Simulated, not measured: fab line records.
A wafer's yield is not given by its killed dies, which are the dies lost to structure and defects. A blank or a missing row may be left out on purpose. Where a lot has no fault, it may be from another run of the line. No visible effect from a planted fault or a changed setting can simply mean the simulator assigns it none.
Problem report, 8D (eight disciplines) form, completed by code / flow gf180mcu / the parts of the form that need people (team, actions taken, sign-off) are left out

== 1. PROBLEM STATEMENT ==
run-length-s at GF_STI_ETCH_14 reads a mean of 136.5 s on 5 wafers of 3 lots; wafers without a fault read 131.2 s with a standard deviation of 0.38. That is +14 standard deviations from the usual mean.
The step: etches Si in HBr/Cl2/O2, target depth 360 nm, time 102.9 s.
First seen on wafer L398.2, day 5 11:28, on rie-si-02. The record holds 18 wafers of 7 lots with a number at this step. By rule, "out" or "out of limits" means more than 4 standard deviations away from the usual mean. All remaining wafers that have a number are taken as sound.

== 2. WHAT IT IS; WHAT IT IS NOT ==
question=which readings at this step | is=run-length-s | is not=drypump-motor-current-A, oes-product-au, throttle-valve-pct
question=which lots | is=L398, L400, L401 | is not=L382, L385, L391, L393
question=which wafers of those lots | is=L398.2, L398.4, L400.2, L401.2, L401.4 | is not=L400.5
question=read on which tools | is=rie-si-02 | is not=-
question=when | is=from day 5 11:28 | is not=up to then (12 sound wafers); but 1 sound wafer of L400 came after

== 3. WHAT RULES OUT EACH SUSPECT ==
Counting: if a tool at a process step up to the reading ran every lot that is out, it stays a suspect. Sound lots after the first of them don't rule it out here, since some wafers of a struck lot are sound.
- rie-si-02 at GF_STI_ETCH_14 (etches Si in HBr/Cl2/O2, target depth 360 nm, time 102.9 s): kept. Ran every lot that is out, first one L398 (day 5 11:28); last sound lot up to then L393 (day 4 10:14). Out on those wafers are its own readings of run-length-s.
Remaining after the count: rie-si-02 at GF_STI_ETCH_14.

== 4. THE CAUSE (what the simulator had put in) ==
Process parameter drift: rie-si-02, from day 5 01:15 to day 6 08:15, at GF_STI_ETCH_14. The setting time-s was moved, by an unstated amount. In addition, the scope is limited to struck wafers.
Counting left only this tool.

== 5. SEQUENCE OF EFFECTS, ordered by route ==
Rows list readings where the struck wafers' mean (over those with a number) sits beyond 3 standard deviations from the usual. Readings are gone through only where the record gives a usual standard deviation; hours: the median, over the lots, of the time from a lot's start at the first step in this table giving one to that lot's start at this step; sigmas: the change measured in usual standard deviations.
hours=0; step=GF_STI_ETCH_14; reading=run-length-s; usual=131.2 s; on struck wafers=136.5; change=+5.3; sigmas=+14
Its process steps:
- GF_STI_ETCH_14: etches Si in HBr/Cl2/O2, target depth 360 nm, time 102.9 s.

== 6. WHAT WOULD HAVE CAUGHT IT SOONER ==
First out-of-limits reading in this record: day 5 11:28, which is 10 hours after fault onset at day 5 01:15.
